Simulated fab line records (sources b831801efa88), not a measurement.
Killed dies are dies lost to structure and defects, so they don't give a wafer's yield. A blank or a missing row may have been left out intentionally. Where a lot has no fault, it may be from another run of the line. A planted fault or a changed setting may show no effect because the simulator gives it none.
Which tool did it? || flow gf180mcu || 24 lots, 72 wafers sampled, at 3 steps of a route of 602

WHAT THE GAUGES SHOWED, per wafer
GF_PSD_OVL_MEAS_08. Usual: PSD_OVL typically reads -0.6 nm, with standard deviation 1.8.
{"lot": "L074", "measured": "day 14 04:44", "on": "overlay-02", "PSD_OVL (nm)": "-2.4 -1.9 -1.6", "flag": ""}
{"lot": "L075", "measured": "day 14 14:34", "on": "overlay-02", "PSD_OVL (nm)": "0.2 -0.8 0.6", "flag": ""}
{"lot": "L076", "measured": "day 14 22:44", "on": "overlay-02", "PSD_OVL (nm)": "-1.0 0.6 1.7", "flag": ""}
{"lot": "L077", "measured": "day 15 02:08", "on": "overlay-01", "PSD_OVL (nm)": "-1.8 0.9 -0.9", "flag": ""}
{"lot": "L078", "measured": "day 15 16:53", "on": "overlay-02", "PSD_OVL (nm)": "-1.8 -2.9 -1.8", "flag": ""}
{"lot": "L079", "measured": "day 15 23:40", "on": "overlay-02", "PSD_OVL (nm)": "-4.2 -2.9 -3.6", "flag": ""}
{"lot": "L080", "measured": "day 16 08:08", "on": "overlay-01", "PSD_OVL (nm)": "-1.6 -2.7 -3.6", "flag": ""}
{"lot": "L081", "measured": "day 16 13:38", "on": "overlay-02", "PSD_OVL (nm)": "-2.5 -2.3 -2.5", "flag": ""}
{"lot": "L082", "measured": "day 17 06:56", "on": "overlay-02", "PSD_OVL (nm)": "1.1 2.3 2.4", "flag": ""}
{"lot": "L083", "measured": "day 17 09:38", "on": "overlay-02", "PSD_OVL (nm)": "-3.1 -2.6 -3.2", "flag": ""}
{"lot": "L084", "measured": "day 17 19:29", "on": "overlay-01", "PSD_OVL (nm)": "3.7 2.5 3.8", "flag": ""}
{"lot": "L085", "measured": "day 18 06:38", "on": "overlay-02", "PSD_OVL (nm)": "-1.2 -0.7 0.1", "flag": ""}
{"lot": "L086", "measured": "day 18 08:32", "on": "overlay-01", "PSD_OVL (nm)": "1.7 2.3 0.3", "flag": ""}
{"lot": "L087", "measured": "day 18 20:14", "on": "overlay-02", "PSD_OVL (nm)": "-0.3 -0.3 0.2", "flag": ""}
{"lot": "L088", "measured": "day 19 00:41", "on": "overlay-02", "PSD_OVL (nm)": "-1.8 -1.7 -1.0", "flag": ""}
{"lot": "L089", "measured": "day 19 22:56", "on": "overlay-02", "PSD_OVL (nm)": "-3.6 -3.9 -3.9", "flag": ""}
{"lot": "L090", "measured": "day 20 02:16", "on": "overlay-01", "PSD_OVL (nm)": "-0.6 -0.9 0.8", "flag": ""}
{"lot": "L091", "measured": "day 20 12:11", "on": "overlay-01", "PSD_OVL (nm)": "1.5 1.2 -0.8", "flag": ""}
{"lot": "L092", "measured": "day 20 16:10", "on": "overlay-01", "PSD_OVL (nm)": "1.4 0.3 1.4", "flag": ""}
{"lot": "L093", "measured": "day 20 22:25", "on": "overlay-02", "PSD_OVL (nm)": "-0.9 -1.4 0.0", "flag": ""}
{"lot": "L094", "measured": "day 21 05:14", "on": "overlay-02", "PSD_OVL (nm)": "0.0 0.4 2.5", "flag": ""}
{"lot": "L095", "measured": "day 21 13:13", "on": "overlay-02", "PSD_OVL (nm)": "-2.1 -2.2 -0.2", "flag": ""}
{"lot": "L096", "measured": "day 22 02:14", "on": "overlay-01", "PSD_OVL (nm)": "-1.1 -0.4 -0.8", "flag": ""}
{"lot": "L097", "measured": "day 22 04:50", "on": "overlay-02", "PSD_OVL (nm)": "-0.8 -0.6 -0.8", "flag": ""}

GF_CONTACT_THK_MEAS_03. Usual: CONTACT_CVD_02_THK typically reads 860 nm, with standard deviation 11.
{"lot": "L074", "measured": "day 15 04:17", "on": "film-metro-03", "CONTACT_CVD_02_THK (nm)": "866 883 866", "flag": ""}
{"lot": "L075", "measured": "day 15 13:31", "on": "film-metro-03", "CONTACT_CVD_02_THK (nm)": "860 871 882", "flag": ""}
{"lot": "L076", "measured": "day 15 22:44", "on": "film-metro-02", "CONTACT_CVD_02_THK (nm)": "874 854 876", "flag": ""}
{"lot": "L077", "measured": "day 16 01:58", "on": "film-metro-03", "CONTACT_CVD_02_THK (nm)": "858 864 878", "flag": ""}
{"lot": "L078", "measured": "day 16 16:43", "on": "film-metro-03", "CONTACT_CVD_02_THK (nm)": "853 861 860", "flag": ""}
{"lot": "L079", "measured": "day 17 00:09", "on": "film-metro-02", "CONTACT_CVD_02_THK (nm)": "849 861 870", "flag": ""}
{"lot": "L080", "measured": "day 17 08:58", "on": "film-metro-03", "CONTACT_CVD_02_THK (nm)": "850 853 864", "flag": ""}
{"lot": "L081", "measured": "day 17 14:09", "on": "film-metro-03", "CONTACT_CVD_02_THK (nm)": "852 866 864", "flag": ""}
{"lot": "L082", "measured": "day 18 08:08", "on": "film-metro-02", "CONTACT_CVD_02_THK (nm)": "850 867 855", "flag": ""}
{"lot": "L083", "measured": "day 18 10:56", "on": "film-metro-02", "CONTACT_CVD_02_THK (nm)": "867 872 875", "flag": ""}
{"lot": "L084", "measured": "day 18 20:49", "on": "film-metro-02", "CONTACT_CVD_02_THK (nm)": "853 872 882", "flag": ""}
{"lot": "L085", "measured": "day 19 07:57", "on": "film-metro-02", "CONTACT_CVD_02_THK (nm)": "867 889 867", "flag": ""}
{"lot": "L086", "measured": "day 19 10:12", "on": "film-metro-03", "CONTACT_CVD_02_THK (nm)": "868 868 858", "flag": ""}
{"lot": "L087", "measured": "day 19 22:12", "on": "film-metro-04", "CONTACT_CVD_02_THK (nm)": "852 859 863", "flag": ""}
{"lot": "L088", "measured": "day 20 03:16", "on": "film-metro-04", "CONTACT_CVD_02_THK (nm)": "849 848 870", "flag": ""}
{"lot": "L089", "measured": "day 21 00:37", "on": "film-metro-03", "CONTACT_CVD_02_THK (nm)": "867 840 881", "flag": ""}
{"lot": "L090", "measured": "day 21 04:04", "on": "film-metro-03", "CONTACT_CVD_02_THK (nm)": "856 856 867", "flag": ""}
{"lot": "L091", "measured": "day 21 13:26", "on": "film-metro-02", "CONTACT_CVD_02_THK (nm)": "826 856 853", "flag": ""}
{"lot": "L092", "measured": "day 21 17:59", "on": "film-metro-02", "CONTACT_CVD_02_THK (nm)": "855 839 865", "flag": ""}
{"lot": "L093", "measured": "day 21 23:46", "on": "film-metro-03", "CONTACT_CVD_02_THK (nm)": "847 855 868", "flag": ""}
{"lot": "L094", "measured": "day 22 06:13", "on": "film-metro-03", "CONTACT_CVD_02_THK (nm)": "841 844 875", "flag": ""}
{"lot": "L095", "measured": "day 22 14:19", "on": "film-metro-03", "CONTACT_CVD_02_THK (nm)": "846 864 875", "flag": ""}
{"lot": "L096", "measured": "day 23 03:40", "on": "film-metro-04", "CONTACT_CVD_02_THK (nm)": "859 867 869", "flag": ""}
{"lot": "L097", "measured": "day 23 05:35", "on": "film-metro-03", "CONTACT_CVD_02_THK (nm)": "863 871 856", "flag": ""}

GF_M1_CD_MEAS_14 targets a cd of 230 nm. Usual: cd-nm reads 229.7 nm (standard deviation 1.3).
{"lot": "L074", "measured": "day 17 03:03", "on": "cd-sem-02", "cd-nm (nm)": "227.5 228.6 227.9", "flag": ""}
{"lot": "L075", "measured": "day 17 13:22", "on": "cd-sem-01", "cd-nm (nm)": "229.2 228.6 227.3", "flag": ""}
{"lot": "L076", "measured": "day 17 23:25", "on": "cd-sem-02", "cd-nm (nm)": "229.6 230.5 230.5", "flag": ""}
{"lot": "L077", "measured": "day 18 02:04", "on": "cd-sem-02", "cd-nm (nm)": "229.0 228.4 227.5", "flag": ""}
{"lot": "L078", "measured": "day 18 17:23", "on": "cd-sem-01", "cd-nm (nm)": "230.3 229.3 229.1", "flag": ""}
{"lot": "L079", "measured": "day 19 01:15", "on": "cd-sem-01", "cd-nm (nm)": "230.1 229.9 230.9", "flag": ""}
{"lot": "L080", "measured": "day 19 10:34", "on": "cd-sem-02", "cd-nm (nm)": "230.0 229.7 228.6", "flag": ""}
{"lot": "L081", "measured": "day 19 14:34", "on": "cd-sem-01", "cd-nm (nm)": "228.5 229.4 230.1", "flag": ""}
{"lot": "L082", "measured": "day 20 10:22", "on": "cd-sem-02", "cd-nm (nm)": "230.3 230.2 231.1", "flag": ""}
{"lot": "L083", "measured": "day 20 14:12", "on": "cd-sem-01", "cd-nm (nm)": "229.0 229.7 231.7", "flag": ""}
{"lot": "L084", "measured": "day 20 23:01", "on": "cd-sem-01", "cd-nm (nm)": "231.7 230.8 231.3", "flag": ""}
{"lot": "L085", "measured": "day 21 10:19", "on": "cd-sem-01", "cd-nm (nm)": "227.4 228.6 227.0", "flag": ""}
{"lot": "L086", "measured": "day 21 12:07", "on": "cd-sem-01", "cd-nm (nm)": "230.7 231.1 230.1", "flag": ""}
{"lot": "L087", "measured": "day 21 22:54", "on": "cd-sem-01", "cd-nm (nm)": "228.7 229.2 228.2", "flag": ""}
{"lot": "L088", "measured": "day 22 03:46", "on": "cd-sem-02", "cd-nm (nm)": "232.5 231.0 231.2", "flag": ""}
{"lot": "L089", "measured": "day 23 00:35", "on": "cd-sem-02", "cd-nm (nm)": "230.6 231.6 230.8", "flag": ""}
{"lot": "L090", "measured": "day 23 04:28", "on": "cd-sem-02", "cd-nm (nm)": "231.0 230.8 230.7", "flag": ""}
{"lot": "L091", "measured": "day 23 14:08", "on": "cd-sem-01", "cd-nm (nm)": "229.8 229.4 229.3", "flag": ""}
{"lot": "L092", "measured": "day 23 17:46", "on": "cd-sem-02", "cd-nm (nm)": "228.2 228.0 229.1", "flag": ""}
{"lot": "L093", "measured": "day 23 22:27", "on": "cd-sem-02", "cd-nm (nm)": "230.4 229.9 230.8", "flag": ""}
{"lot": "L094", "measured": "day 24 05:19", "on": "cd-sem-01", "cd-nm (nm)": "229.2 229.0 228.5", "flag": ""}
{"lot": "L095", "measured": "day 24 13:22", "on": "cd-sem-01", "cd-nm (nm)": "230.4 229.6 230.6", "flag": ""}
{"lot": "L096", "measured": "day 25 01:43", "on": "cd-sem-02", "cd-nm (nm)": "231.6 230.7 231.3", "flag": ""}
{"lot": "L097", "measured": "day 25 04:04", "on": "cd-sem-01", "cd-nm (nm)": "227.4 229.2 227.7", "flag": ""}

WHAT TOOL EACH LOT RAN ON (gives the tool, then ch and the chambers of the sampled wafers, and finally the start)
Record: no process step prior to these readings.

AS READ BY THE TOOLS THEMSELVES (means over the sampled wafers that have a number; for cases with no such wafer, the mark the record gives instead)
The record holds no such reading with a usual standard deviation.

THE ANSWER, worked out from the rows above alone
Rule: a lot is off if the mean of its wafers that have a number lies more than 3 standard deviations from the usual mean. Also off: a lot with no number at a reading for which 4 or more lots have one. Any other lot the step has rows for is counted as sound. After the gauges, taken in route order, come the tools' own readings; for these a lot's mean is taken, as printed above. At the first step where some lot is off, the reading lying furthest off is the one used; lots without a number count as furthest.
Across all readings shown, no lot is off: no conclusion can be drawn from this.

WHAT THE SIMULATOR HAD INSERTED
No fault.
